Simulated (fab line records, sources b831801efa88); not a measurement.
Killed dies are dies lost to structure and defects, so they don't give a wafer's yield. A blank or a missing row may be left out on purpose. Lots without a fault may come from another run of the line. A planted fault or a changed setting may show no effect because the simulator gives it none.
One fault seen from 2 desks | flow sky130 | each desk has only its own numbers; what lay behind them comes last

THE METROLOGY DESK
What the gauges read, lot by lot, whatever tool the lot ran on: means of the sampled wafers that have a number. A lot is out of limits, marked OUT, if its mean lies more than 4 standard deviations from the usual mean; the brackets give that distance.
Columns: A = NWELL_00_OVL at SKY_NWELL_OVL_MEAS_10, usual -0.9 nm; B = NWELL_TW at SKY_NWELL_TW_MEAS_15, usual 1815
lot  | first seen here | A    | B
L959 | day 4 17:49     | -0.8 | 1814
L960 | day 5 03:38     | -2.5 | 1798
L961 | day 5 08:15     | 0.2  | 1808
L963 | day 6 03:49     | -1.7 | 1825
L965 | day 6 05:48     | -1.3 | 1810
L964 | day 6 06:16     | -1.6 | 1813
L966 | day 6 12:20     | -0.0 | 1819
L968 | day 7 00:25     | 1.2  | 1803
L971 | day 7 21:25     | 1.1  | 1809
L974 | day 8 12:24     | -1.9 | 1796
L975 | day 8 16:04     | -0.5 | 1832
L976 | day 8 20:19     | -0.5 | 1831
L977 | day 9 05:50     | -0.8 | 1816
L981 | day 10 06:36    | -1.6 | 1793
This desk's finding: nothing out of limits on any of the 14 lots.

THE TOOL OWNER'S DESK: litho_track-02
The tool's own readings at SKY_DNWELL_DEVELOP_06 (develop time 60 s): means of the sampled wafers that have a number, for each lot that ran on this tool. A lot is out of limits, marked OUT, if its mean lies more than 4 standard deviations from the usual mean; the brackets give that distance.
Columns: A = developer_temp_C at SKY_DNWELL_DEVELOP_06, usual 23.00 C
lot  | first seen here | A
L961 | day 3 22:00     | 22.88
L965 | day 4 17:00     | 23.16
L966 | day 4 23:00     | 22.98
L968 | day 5 10:00     | 22.97
L971 | day 6 06:00     | 23.03
L975 | day 6 23:00     | 23.85 (+8.9) OUT
L977 | day 7 11:00     | 23.99 (+10) OUT
This desk's finding: out of limits on L975, L977; first on L975, day 6 23:00 (developer_temp_C at SKY_DNWELL_DEVELOP_06). In limits: L961, L965, L966, L968, L971.

PUT TOGETHER
The tool owner's desk could have raised an alarm at day 6 23:00, on L975, L977.
The metrology desk saw nothing out of limits.
The metrology desk has L975, L977 on record, within its limits.
Of the lots named, all ran SKY_DNWELL_DEVELOP_06 on litho_track-02.

WHAT THE SIMULATOR HAD PUT IN
Process parameter drift: litho_track-02, from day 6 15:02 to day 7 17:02, at SKY_DNWELL_DEVELOP_06. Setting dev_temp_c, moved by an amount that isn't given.
Lots struck among those shown: L975, L977.
Hours from the fault's start to each desk's first reading out of limits: the tool owner's desk, 8.
